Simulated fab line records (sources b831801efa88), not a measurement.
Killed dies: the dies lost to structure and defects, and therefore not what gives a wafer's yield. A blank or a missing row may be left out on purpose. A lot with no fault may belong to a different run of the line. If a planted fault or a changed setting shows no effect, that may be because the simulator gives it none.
A struck lot beside a sound one -- flow gf180mcu -- 15 out of 602 route steps
Sound: wafers L119.3, L119.4, L119.5. Struck: wafers L126.3, L126.5. (L126.4 of the same lot was not struck and is left out.) The cause comes at the end.
Order at every step that has rows: each side's tool, ch and its chambers, its first start. Under that, the readings that differ: sound wafers -- struck wafers -- difference of the means -- sigmas: that difference in standard deviations of wafers without a fault.
alike: words and numbers the same on both sides, and readings whose means are apart by under 2 such deviations; not compared: readings that were withheld, readings missing a value for some wafer, numbers with overlapping values and no deviation given by the record, and bounds like >300 which may hide the same value.
Wherever a step has rows on one side only, a row that says differs or no value, or a row with sigmas, the two part there. Numbers that don't overlap but have no deviation are shown without sigmas and don't part them. Lack of a reading on every wafer of one side parts them only where that side has two or more wafers.

GF_M3_SPUTTER_04: material TiN, target thk 50 nm, time 41.7 s.
  struck on pvd_sputter-01, day 24 03:54; sound on pvd_sputter-04, day 21 03:45
  alike: cathode_dc_power_W, throttle_valve_pct
GF_M3_RS_MEAS_05: a four-point-probe measurement.
  struck on film_metro-03, day 24 03:59; sound on film_metro-01, day 21 03:50
  alike: M3_ALCU_RS
GF_M3_THK_MEAS_06: measures by xrf.
  struck on film_metro-03, day 24 04:05; sound on film_metro-01, day 21 03:56
  alike: M3_ALCU_THK
then, 7 steps without rows for these wafers: GF_M3_DEHYDRATE_07 (time 60 s); GF_M3_HMDS_08 (prime time 60 s); GF_M3_COAT_09 (resist thk 1000 nm); GF_M3_SOFTBAKE_10 (time 60 s); GF_M3_EXPOSE_11 (exposes mask Metal3, target cd 280 nm); GF_M3_PEB_12 (peb time 90 s); GF_M3_DEVELOP_13 (develop time 60 s).
GF_M3_CD_MEAS_14 targets a cd of 280 nm.
  struck on cd_sem-01, day 25 01:53; sound on cd_sem-02, day 22 04:19
  alike: cd_nm
GF_M3_OVL_MEAS_15:
  struck on overlay-01, day 25 01:59; sound on overlay-02, day 22 04:24
  alike: M3_OVL
GF_M3_METAL_ETCH_16: etches the open film in Cl2/BCl3, stops on SiO2, target depth 750.8 nm, time 125.1 s.
  sound on rie_metal-04 ch 0,1, day 22 04:28; struck on rie_metal-03 ch 1, day 25 02:03
reading,sound,struck,difference,sigmas
oes_product_au (a.u.),0.997 0.992 1.005,0.890 0.895,-0.105,-19
throttle_valve_pct (%),28.210 28.222 28.237,28.344 28.351,+0.125,+12
model.KrF_of_M3_COAT_09.thk_nm (nm),671.5 678.3 677.1,732.5 734.9,+58.1,
  alike: chamber_pressure_mTorr, drypump_motor_current_A, rf_fwd_power_W
  not compared: rf_hours_counter_h
GF_M3_STRIP_17: strips in O2/N2.
  sound on plasma_asher-02 ch 0,1, day 22 04:35; struck on plasma_asher-04 ch 0,1, day 25 02:10
reading,sound,struck,difference,sigmas
oes_product_au (a.u.),0.535 0.536 0.525,0.546 0.570,+0.026,+5
strip_time_to_endpoint_s (s),7.28 7.33 7.32,7.85 7.87,+0.55,+11
  alike: chamber_pressure_mTorr, drypump_motor_current_A, heater_power_w, n2_flow_sccm, o2_flow_sccm
  not compared: rf_hours_counter_h
then, 1 step without rows for these wafers: GF_M3_STRIP_18 (strips in post etch residue remover, time 1200 s).

WHERE THEY PART
First at GF_M3_METAL_ETCH_16; last, within this record, at GF_M3_STRIP_17.

WHY: the cause the simulator had injected
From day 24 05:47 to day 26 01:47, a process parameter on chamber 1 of rie_metal-03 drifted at GF_M3_METAL_ETCH_16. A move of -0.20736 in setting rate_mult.
